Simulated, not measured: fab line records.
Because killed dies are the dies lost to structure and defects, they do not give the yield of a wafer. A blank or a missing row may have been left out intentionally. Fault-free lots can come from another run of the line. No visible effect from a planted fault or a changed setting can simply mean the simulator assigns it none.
2 desks, one fault :: flow sky130 :: every desk sees just its own numbers, and what lay behind them comes last

== AT THE METROLOGY DESK ==
Means of the sampled wafers that have a number, per lot and without regard to the tool the lot ran on: this is what the gauges read. A lot is out of limits, marked OUT, if its mean lies more than 4 standard deviations from the usual mean; the brackets give that distance.
Columns: A = VIA2_W_THK at SKY_VIA2_THK_MEAS_23, usual 391 nm; B = CAP2M_CVD_00_THK at SKY_CAP2M_THK_MEAS_01, usual 15.53 nm
lot: L824
first seen here: day 36 06:30
A: 395
B: 15.75

lot: L825
first seen here: day 36 21:16
A: 396
B: 15.46

lot: L827
first seen here: day 37 05:22
A: 398
B: 15.41

lot: L830
first seen here: day 38 05:00
A: 385
B: 15.52

lot: L832
first seen here: day 39 07:26
A: 393
B: 15.53

lot: L836
first seen here: day 40 13:40
A: 385
B: 15.80

lot: L838
first seen here: day 41 02:28
A: 390
B: 15.71

lot: L837
first seen here: day 41 02:55
A: 385
B: 15.22

lot: L843
first seen here: day 42 07:09
A: 387
B: 15.51

lot: L842
first seen here: day 42 10:56
A: 390
B: 15.67

lot: L844
first seen here: day 42 11:46
A: 391
B: 15.56

lot: L846
first seen here: day 43 01:03
A: 394
B: 15.60
This desk's finding: nothing out of limits on any of the 12 lots.

== THE TOOL OWNER'S DESK: litho track-01 ==
The tool's own readings at SKY_METAL5_SOFTBAKE_10 (time 60 s): means of the sampled wafers that have a number, for each lot that ran on this tool. A lot is out of limits, marked OUT, if its mean lies more than 4 standard deviations from the usual mean; the brackets give that distance.
Columns: A = heater power total W at SKY_METAL5_SOFTBAKE_10, usual 56.60 W; B = plate temp C at SKY_METAL5_SOFTBAKE_10, usual 89.98 C
lot: L825
first seen here: day 43 19:11
A: 56.62
B: 89.93

lot: L830
first seen here: day 44 20:55
A: 56.58
B: 90.04

lot: L832
first seen here: day 45 20:16
A: 56.59
B: 90.07

lot: L836
first seen here: day 46 22:59
A: 57.24 (+14) OUT
B: 90.67 (+5.7) OUT

lot: L837
first seen here: day 47 07:59
A: 57.27 (+15) OUT
B: 90.73 (+6.3) OUT
Finding of this desk: L836, L837 out of limits; the first was L836 at day 46 22:59, on heater power total W at SKY_METAL5_SOFTBAKE_10. In limits: L825, L830, L832.

== ALL TOGETHER ==
An alarm could have come from the tool owner's desk at day 46 22:59, on L836, L837.
The metrology desk saw nothing out of limits.
The metrology desk has L836, L837 on record, within its limits.
The lots listed all ran SKY_METAL5_SOFTBAKE_10 on litho track-01.

== WHAT THE SIMULATOR HAD INSERTED ==
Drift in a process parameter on litho track-01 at SKY_METAL5_SOFTBAKE_10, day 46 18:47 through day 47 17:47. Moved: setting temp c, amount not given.
Shown lots that were struck: L836, L837.
How many hours passed from the start of the fault until each desk's first out-of-limits reading: the tool owner's desk, 4.
